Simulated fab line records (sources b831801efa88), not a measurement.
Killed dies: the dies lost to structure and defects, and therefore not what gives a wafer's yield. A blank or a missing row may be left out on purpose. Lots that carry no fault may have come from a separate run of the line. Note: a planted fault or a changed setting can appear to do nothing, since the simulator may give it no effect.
The tool behind it: which one? | flow gf180mcu | 39 wafers from 13 lots sampled at 4 of the route's 602 steps

== WHAT THE GAUGES READ, wafer by wafer ==
GF_V4_THK_MEAS_03.
lot  | measured     | on            | V4_CVD_02_THK (nm)
L105 | day 23 07:46 | film metro-03 | 812 850 844
L106 | day 23 16:07 | film metro-04 | 821 844 833
L107 | day 24 02:13 | film metro-04 | 837 860 858
L108 | day 24 12:38 | film metro-01 | 840 820 860
L109 | day 24 19:31 | film metro-01 | 833 842 852
L110 | day 25 04:59 | film metro-01 | 834 841 855
L112 | day 25 22:40 | film metro-01 | 819 863 840
L113 | day 26 09:13 | film metro-04 | 840 861 856
L114 | day 26 16:13 | film metro-01 | 845 847 861
L115 | day 26 21:35 | film metro-04 | 857 860 869
L123 | day 29 06:09 | film metro-04 | 860 857 874
L125 | day 29 18:09 | film metro-01 | 822 834 841
L126 | day 30 01:05 | film metro-04 | 845 832 851

GF_V4_CD_MEAS_14: the cd target is 260 nm.
lot  | measured     | on        | cd nm (nm)
L105 | day 24 05:22 | cd sem-02 | 260.3 260.9 259.9
L106 | day 24 14:55 | cd sem-02 | 260.9 261.1 261.4
L107 | day 25 00:32 | cd sem-01 | 258.7 258.5 258.3
L108 | day 25 09:58 | cd sem-02 | 257.4 258.7 259.6
L109 | day 25 17:14 | cd sem-01 | 256.6 257.0 257.3
L110 | day 26 02:28 | cd sem-01 | 260.4 260.8 260.8
L112 | day 26 19:27 | cd sem-02 | 260.9 261.2 281.3
L113 | day 27 05:53 | cd sem-01 | 260.7 260.3 280.3
L114 | day 27 12:23 | cd sem-01 | 261.0 260.3 280.2
L115 | day 27 17:35 | cd sem-02 | 259.7 259.3 260.3
L123 | day 30 01:06 | cd sem-01 | 258.9 258.3 260.8
L125 | day 30 12:09 | cd sem-01 | 259.5 259.1 259.8
L126 | day 30 19:10 | cd sem-02 | 258.3 259.7 259.8

== EACH LOT AND THE TOOL THAT RAN IT (in order: tool; ch and the chambers of the sampled wafers; start) ==
lot  | GF_V4_CMP_04                  | GF_V4_EXPOSE_11
L105 | cmp-02 ch 0,1,2, day 23 07:52 | krf scanner-01 ch 0, day 23 19:24
L106 | cmp-01 ch 0,1, day 23 16:11   | krf scanner-01 ch 0, day 24 03:50
L107 | cmp-02 ch 0,2,3, day 24 02:25 | krf scanner-01 ch 0, day 24 13:52
L108 | cmp-01 ch 1,2,3, day 24 12:44 | krf scanner-01 ch 0, day 24 23:43
L109 | cmp-02 ch 1,2, day 24 19:34   | krf scanner-02 ch 0, day 25 06:55
L110 | cmp-02 ch 2,3, day 25 05:02   | krf scanner-02 ch 0, day 25 16:13
L112 | cmp-02 ch 1,3, day 25 22:47   | krf scanner-01 ch 0, day 26 09:30
L113 | cmp-01 ch 0,1,3, day 26 09:16 | krf scanner-01 ch 0, day 26 19:58
L114 | cmp-01 ch 1,2, day 26 16:17   | krf scanner-01 ch 0, day 27 02:54
L115 | cmp-01 ch 0,1,2, day 26 21:42 | krf scanner-02 ch 0, day 27 08:28
L123 | cmp-02 ch 0,3, day 29 06:13   | krf scanner-01 ch 0, day 29 15:50
L125 | cmp-01 ch 1,2,3, day 29 18:13 | krf scanner-01 ch 0, day 30 03:46
L126 | cmp-01 ch 1,3, day 30 01:14   | krf scanner-01 ch 0, day 30 10:33
- GF_V4_CMP_04: polishes SiO2.
- GF_V4_EXPOSE_11: exposes mask Via4, target cd 260 nm.

== WHAT THE TOOLS THEMSELVES READ (means of the sampled wafers that have a number; where no wafer has one, the mark that the record gives instead) ==
GF_V4_CMP_04.
lot  | tool   | motor current A (A) | time to endpoint s (s)
L105 | cmp-02 | 12.3                | 75
L106 | cmp-01 | 11.9                | 73
L107 | cmp-02 | 12.9                | 82
L108 | cmp-01 | 12.1                | 73
L109 | cmp-02 | 12.3                | 76
L110 | cmp-02 | 13.1                | 79
L112 | cmp-02 | 14.1                | 78
L113 | cmp-01 | 12.0                | 79
L114 | cmp-01 | 11.3                | 76
L115 | cmp-01 | 12.0                | 85
L123 | cmp-02 | 13.5                | 84
L125 | cmp-01 | 11.6                | 74
L126 | cmp-01 | 11.7                | 77

== THE ANSWER, worked out from the rows above alone ==
Rule: the lots themselves supply what counts as usual. The widest of any qualifying gaps counts: lots, ordered by their means at a reading, are off when they make up no more than a third of the lots, leave a main group of 4 or more, and stand apart from it by 3 or more times the standard deviation of that group's means. A main group is skipped when, at the precision printed for the reading in the tables above, its means are all equal. Also off: a lot with no number at a reading for which 4 or more lots have one. Where the step has rows for the other lots, those lots are counted as sound. The gauges are gone through in route order, then the tools' own readings, and for those a lot's mean is taken as printed above. At the first step where some lot is off, the reading lying furthest off is the one used; lots without a number count as furthest.
Off: L112, L113, L114, at GF_V4_CD_MEAS_14 (cd nm). For the main group the mean is 259.4 nm and the standard deviation 1.1.
If a tool, at a process step before that reading, ran all the lots that are off and no sound lot after the first of them, it fits. Gauges at GF_V4_CD_MEAS_14: tried the same way as those tools. Of those tried, none fits.

== WHAT HAD BEEN PUT IN BY THE SIMULATOR ==
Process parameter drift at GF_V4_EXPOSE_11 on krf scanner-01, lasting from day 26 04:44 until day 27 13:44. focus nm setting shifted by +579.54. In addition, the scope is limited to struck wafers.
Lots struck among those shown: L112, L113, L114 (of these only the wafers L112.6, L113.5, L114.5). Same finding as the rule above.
